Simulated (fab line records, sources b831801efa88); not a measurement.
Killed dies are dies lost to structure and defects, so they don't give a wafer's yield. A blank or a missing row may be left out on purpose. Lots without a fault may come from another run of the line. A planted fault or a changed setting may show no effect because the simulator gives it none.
Which tool did it? | flow sky130 | 13 lots, 39 wafers sampled, at 3 steps of a route of 708

WHAT THE GAUGES READ, wafer by wafer
SKY_VIA3_OVL_MEAS_13. Usual: VIA3_OVL 1 nm, standard deviation 6.4.
lot  | measured     | on         | VIA3_OVL (nm) | flag
L537 | day 39 19:49 | overlay-01 | -1 1 2        |
L539 | day 40 19:02 | overlay-02 | 2 6 5         |
L538 | day 40 22:22 | overlay-01 | 1 -13 -2      |
L541 | day 41 02:29 | overlay-01 | -1 5 -1       |
L542 | day 41 08:53 | overlay-02 | 9 -2 2        |
L543 | day 41 10:40 | overlay-01 | 5 6 7         |
L544 | day 41 23:13 | overlay-01 | 1 3 5         |
L546 | day 42 12:10 | overlay-02 | -7 -11 -4     |
L548 | day 43 09:31 | overlay-01 | 4 7 10        |
L550 | day 43 13:58 | overlay-01 | 3 3 4         |
L555 | day 45 00:49 | overlay-01 | -3 -5 3       |
L557 | day 45 09:19 | overlay-02 | 1 -5 -2       |
L556 | day 45 09:48 | overlay-02 | 11 9 15       |

WHICH TOOL RAN EACH LOT (tool, then ch and the chambers of the sampled wafers, then the start)
lot  | SKY_SD_P_STRIP_10                    | SKY_VIA3_SOFTBAKE_08
L537 | plasma_asher-02 ch 0,1, day 25 16:04 | litho_track-03 ch 0, day 39 19:49 or earlier
L539 | plasma_asher-03 ch 0, day 26 19:38   | litho_track-04 ch 0, day 40 19:02 or earlier
L538 | plasma_asher-03 ch 0,1, day 26 21:29 | litho_track-04 ch 0, day 40 22:22 or earlier
L541 | plasma_asher-02 ch 0,1, day 27 02:58 | litho_track-02 ch 0, day 41 02:29 or earlier
L542 | plasma_asher-03 ch 0,1, day 27 12:14 | litho_track-02 ch 0, day 41 08:53 or earlier
L543 | plasma_asher-03 ch 0,1, day 27 12:32 | litho_track-02 ch 0, day 41 10:40 or earlier
L544 | plasma_asher-04 ch 0,1, day 28 06:40 | litho_track-04 ch 0, day 41 23:13 or earlier
L546 | plasma_asher-02 ch 0,1, day 28 19:49 | litho_track-03 ch 0, day 42 12:10 or earlier
L548 | plasma_asher-04 ch 0,1, day 29 23:08 | litho_track-02 ch 0, day 43 09:31 or earlier
L550 | plasma_asher-02 ch 0,1, day 30 04:40 | litho_track-04 ch 0, day 43 13:58 or earlier
L555 | plasma_asher-03 ch 0,1, day 31 22:50 | litho_track-04 ch 0, day 45 00:49 or earlier
L557 | plasma_asher-03 ch 0,1, day 32 08:33 | litho_track-03 ch 0, day 45 09:19 or earlier
L556 | plasma_asher-03 ch 0,1, day 32 09:46 | litho_track-04 ch 0, day 45 09:48 or earlier
- SKY_SD_P_STRIP_10: strips in O2/N2.
- SKY_VIA3_SOFTBAKE_08: time 92.91 s.

WHAT THE TOOLS THEMSELVES READ (means of the sampled wafers that have a number; where no wafer has one, the mark that the record gives instead)
SKY_SD_P_STRIP_10. Usual: drypump_motor_current_A 6.0 A, standard deviation 0.42; oes_product_au 0.618 a.u., standard deviation 0.0046; strip_time_to_endpoint_s 17.50 s, standard deviation 0.038.
lot  | tool            | drypump_motor_current_A (A) | oes_product_au (a.u.) | strip_time_to_endpoint_s (s) | flag
L537 | plasma_asher-02 | 6.1                         | 0.618                 | 17.57                        |
L539 | plasma_asher-03 | 6.6                         | 0.619                 | 17.47                        |
L538 | plasma_asher-03 | 5.8                         | 0.619                 | 17.51                        |
L541 | plasma_asher-02 | 6.2                         | 0.617                 | 17.47                        |
L542 | plasma_asher-03 | 5.8                         | 0.621                 | 17.48                        |
L543 | plasma_asher-03 | 5.8                         | 0.623                 | 17.50                        |
L544 | plasma_asher-04 | 6.0                         | 0.618                 | 17.46                        |
L546 | plasma_asher-02 | 6.2                         | 0.618                 | 17.49                        |
L548 | plasma_asher-04 | 6.2                         | 0.616                 | 17.53                        |
L550 | plasma_asher-02 | 6.1                         | 0.616                 | 17.45                        |
L555 | plasma_asher-03 | 6.2                         | 0.621                 | 17.46                        |
L557 | plasma_asher-03 | 6.2                         | 0.620                 | 17.48                        |
L556 | plasma_asher-03 | 5.8                         | 0.612                 | 17.50                        |

SKY_VIA3_SOFTBAKE_08. Usual: plate_sensor_t_centre_C 100.88 C, standard deviation 0.011; plate_sensor_t_edge_C 100.95 C, standard deviation 0.01.
lot  | tool           | plate_sensor_t_centre_C (C) | plate_sensor_t_edge_C (C) | flag
L537 | litho_track-03 | 100.88                      | 100.96                    |
L539 | litho_track-04 | 100.88                      | 100.96                    |
L538 | litho_track-04 | 100.88                      | 100.95                    |
L541 | litho_track-02 | 100.89                      | 100.95                    |
L542 | litho_track-02 | 100.88                      | 100.95                    |
L543 | litho_track-02 | 100.89                      | 100.95                    |
L544 | litho_track-04 | 100.88                      | 100.95                    |
L546 | litho_track-03 | 100.88                      | 100.95                    |
L548 | litho_track-02 | 100.87                      | 100.95                    |
L550 | litho_track-04 | 100.88                      | 100.95                    |
L555 | litho_track-04 | 100.87                      | 100.96                    |
L557 | litho_track-03 | 100.89                      | 100.97                    |
L556 | litho_track-04 | 100.89                      | 100.95                    |

THE ANSWER, worked out from the rows above alone
Rule: a lot is off if the mean of its wafers that have a number lies more than 3 standard deviations from the usual mean. A lot without any number at a reading at which 4 lots or more have one is off too. The other lots that the step has rows for count as sound. The gauges are gone through in route order, then the tools' own readings, and for those a lot's mean is taken as printed above. The first step at which some lot is off is used, and at that step the reading that is off furthest; a lot without a number counts as furthest.
No lot is off at any reading shown: from this, nothing can be told.

WHAT THE SIMULATOR HAD PUT IN
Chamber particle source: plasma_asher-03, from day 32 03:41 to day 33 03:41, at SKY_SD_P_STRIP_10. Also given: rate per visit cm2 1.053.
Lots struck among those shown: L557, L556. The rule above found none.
